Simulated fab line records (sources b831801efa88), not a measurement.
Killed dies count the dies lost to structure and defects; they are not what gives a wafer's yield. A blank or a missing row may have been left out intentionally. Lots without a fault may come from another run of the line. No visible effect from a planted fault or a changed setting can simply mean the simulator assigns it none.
A lot that was struck, set against a sound lot ; flow sky130 ; 32 out of 708 route steps
Sound: wafers L667.1, L667.3, L667.6. Struck: wafer L675.1. The cause is named last.
Order at every step that has rows: each side's tool, ch and its chambers, its first start. Under that, the readings that differ: sound wafers ; struck wafers ; difference of the means ; sigmas: that difference in standard deviations of wafers without a fault.
alike: readings whose means differ by less than 2 such deviations, and words and numbers that are the same on both sides. not compared: withheld readings, readings that some wafer has no value for, bounds like >300 that may hide the same value, and numbers for which the record gives no deviation and whose values overlap.
The two part at a step that has a row with sigmas, a row that says differs or no value, or rows on one side only. Numbers that have no deviation but don't overlap get no sigmas and don't part them. A reading missing from all wafers of one side parts the sides only when that side holds two or more wafers.

first, 3 steps without rows for these wafers: SKY_CONTACT_STRIP_20 (strips in post etch residue remover, time 1200 s); SKY_CONTACT_CLEAN_21 (cleans in IPA, time 180 s); SKY_CONTACT_CLEAN_22 (cleans in O3/DIW).
SKY_CONTACT_SPUTTER_23: material TiN, target thk 20 nm, time 80 s.
  sound: pvd-sputter-02 at day 32 13:14; struck: pvd-sputter-03 at day 35 13:47
  alike: throttle-valve-pct
then, 1 step without rows for these wafers: SKY_CONTACT_CVD_24 (deposits W, target thk 340 nm, time 102.12 s).
SKY_CONTACT_RS_MEAS_25: uses a four-point probe to measure.
  sound: film-metro-04 at day 32 13:24; struck: film-metro-02 at day 35 13:57
reading;sound;struck;difference;sigmas
CONTACT_W_RS (ohm/sq);0.339 0.341 0.339;0.330;-0.010;-2
SKY_CONTACT_THK_MEAS_26: measures by xrf.
  sound: film-metro-04 at day 32 13:31; struck: film-metro-02 at day 35 14:04
  alike: CONTACT_W_THK
then, 1 step without rows for these wafers: SKY_CONTACT_CMP_27 (polishes, stops on SiO2, t overpolish 15 s, target thk 0 nm).
SKY_METAL1_SPUTTER_00: material Ti, target thk 15 nm, time 10 s.
  sound: pvd-sputter-04 at day 32 13:53; struck: pvd-sputter-04 at day 35 14:26
  alike: throttle-valve-pct
then, 2 steps without rows for these wafers: SKY_METAL1_SPUTTER_01 (material TiN, target thk 20 nm, time 16.7 s); SKY_METAL1_SPUTTER_02 (material AlCu, target thk 250 nm, time 13.3 s).
SKY_METAL1_SPUTTER_03: material Ti, target thk 5 nm, time 3.3 s.
  sound: pvd-sputter-04 at day 32 13:57; struck: pvd-sputter-04 at day 35 14:30
  alike: throttle-valve-pct
SKY_METAL1_SPUTTER_04: material TiN, target thk 70 nm, time 58.3 s.
  sound: pvd-sputter-04 at day 32 13:58; struck: pvd-sputter-04 at day 35 14:31
reading;sound;struck;difference;sigmas
model.TiN_of_METAL1_SPUTTER_04.thk-nm (nm);69.7 69.38 69.43;77.14;+7.64;
  alike: throttle-valve-pct
SKY_METAL1_RS_MEAS_05: uses a four-point probe to measure.
  sound: film-metro-01 at day 32 14:01; struck: film-metro-03 at day 35 14:34
  alike: METAL1_ALCU_RS
SKY_METAL1_THK_MEAS_06: measures by xrf.
  sound: film-metro-01 at day 32 14:08; struck: film-metro-03 at day 35 14:41
  alike: METAL1_ALCU_THK
then, 8 steps without rows for these wafers: SKY_METAL1_DEHYDRATE_07 (time 60 s); SKY_METAL1_HMDS_08 (prime time 60 s); SKY_METAL1_COAT_09 (resist thk 60 nm); SKY_METAL1_COAT_10 (resist thk 450 nm); SKY_METAL1_SOFTBAKE_11 (time 90 s); SKY_METAL1_EXPOSE_12 (exposes mask MM1, target cd 140 nm); SKY_METAL1_PEB_13; SKY_METAL1_DEVELOP_14 (develop time 60 s).
SKY_METAL1_CD_MEAS_15: the cd target is 140 nm.
  sound: cd-sem-01 at day 33 16:47; struck: cd-sem-01 at day 36 17:28
  alike: cd-nm
SKY_METAL1_OVL_MEAS_16:
  sound: overlay-01 at day 33 16:54; struck: overlay-02 at day 36 17:35
reading;sound;struck;difference;sigmas
METAL1_OVL (nm);-14 -13 -17;0;+15;+3
SKY_METAL1_DESCUM_17: chemistry O2, time 8 s.
  sound on rie-metal-03 ch 0,1, day 33 16:56; struck on rie-metal-01 ch 1, day 36 17:38
reading;sound;struck;difference;sigmas
oes-product-au (a.u.);0.991 1.019 0.996;0.977;-0.025;-2
  alike: drypump-motor-current-A
  not compared: rf-hours-counter-h
then, 2 steps without rows for these wafers: SKY_METAL1_ETCH_18 (etches BARC in N2/H2, stops on SiO2, time 45.9 s, target depth 60 nm); SKY_METAL1_METAL_ETCH_19 (etches the open film in Cl2/BCl3, stops on SiO2, target depth 360 nm, time 78 s).
SKY_METAL1_STRIP_20: strips in O2/N2.
  sound on plasma-asher-03 ch 0,1, day 33 17:07; struck on plasma-asher-04 ch 0, day 36 17:49
  alike: drypump-motor-current-A, n2-flow-sccm, o2-flow-sccm, oes-product-au, strip-time-to-endpoint-s
  not compared: rf-hours-counter-h
SKY_METAL1_STRIP_21: strips in post etch residue remover, time 1200 s.
  sound on wet-bench-01 ch 3, day 33 17:13; struck on wet-bench-04 ch 0, day 36 17:55
reading;sound;struck;difference;sigmas
model.TiN_of_METAL1_SPUTTER_04.thk-nm (nm);69.28 68.96 69.01;76.72;+7.64;
  alike: bath-guard-temp-C
then, 1 step without rows for these wafers: SKY_METAL1_CLEAN_22 (cleans in IPA, time 180 s).
-- the record jumps here: 12 days lie between the struck wafers' starts before and after (it left off in module METAL1 and takes up again in module PAD_OPEN, whose first step shown is number 708 of the route) --
SKY_PAD_OPEN_PROBE_99:
  sound: prober-01 at day 46 15:04; struck: prober-02 at day 49 01:29
reading;sound;struck;difference;sigmas
killed_at_M4_up;2 5 5;0;-4;-2
model.etest.tip-sonos.rs-ohm-sq;2630 2614 2628;9838;+7214;
model.etest.sonos-uncharged.r-on-ohm-um;814.5 815.2 810.1;957.6;+144.3;
model.etest.tip-sonos.rs-ohm-sq-range;51.17 49.03 32.83;127;+83;
model.etest.sonos-erased.drive-ua-um;171.4 174.7 232.1;129.2;-63.5;
model.etest.sonos-erased.vt-v (V);-2.289 -2.333 -2.369;-1.857;+0.473;
model.etest.sonos-uncharged.vt-v (V);-0.422 -0.4157 -0.4535;-0.1246;+0.3058;
model.etest.sonos-baked.vt-v (V);0.9251 0.9285 0.9528;1.23;+0.29;
model.etest.sonos-programmed.vt-v (V);1.424 1.466 1.467;1.708;+0.256;
  alike: killed_at_M0_to_M3, killed-at-contacts, killed-at-front-end, killed-at-other, killed-dies, killed-open, killed-short

## WHERE THEY PART
Last at SKY_PAD_OPEN_PROBE_99 as far as this record goes, first at SKY_CONTACT_RS_MEAS_25.

WHY: whatever the simulator had introduced
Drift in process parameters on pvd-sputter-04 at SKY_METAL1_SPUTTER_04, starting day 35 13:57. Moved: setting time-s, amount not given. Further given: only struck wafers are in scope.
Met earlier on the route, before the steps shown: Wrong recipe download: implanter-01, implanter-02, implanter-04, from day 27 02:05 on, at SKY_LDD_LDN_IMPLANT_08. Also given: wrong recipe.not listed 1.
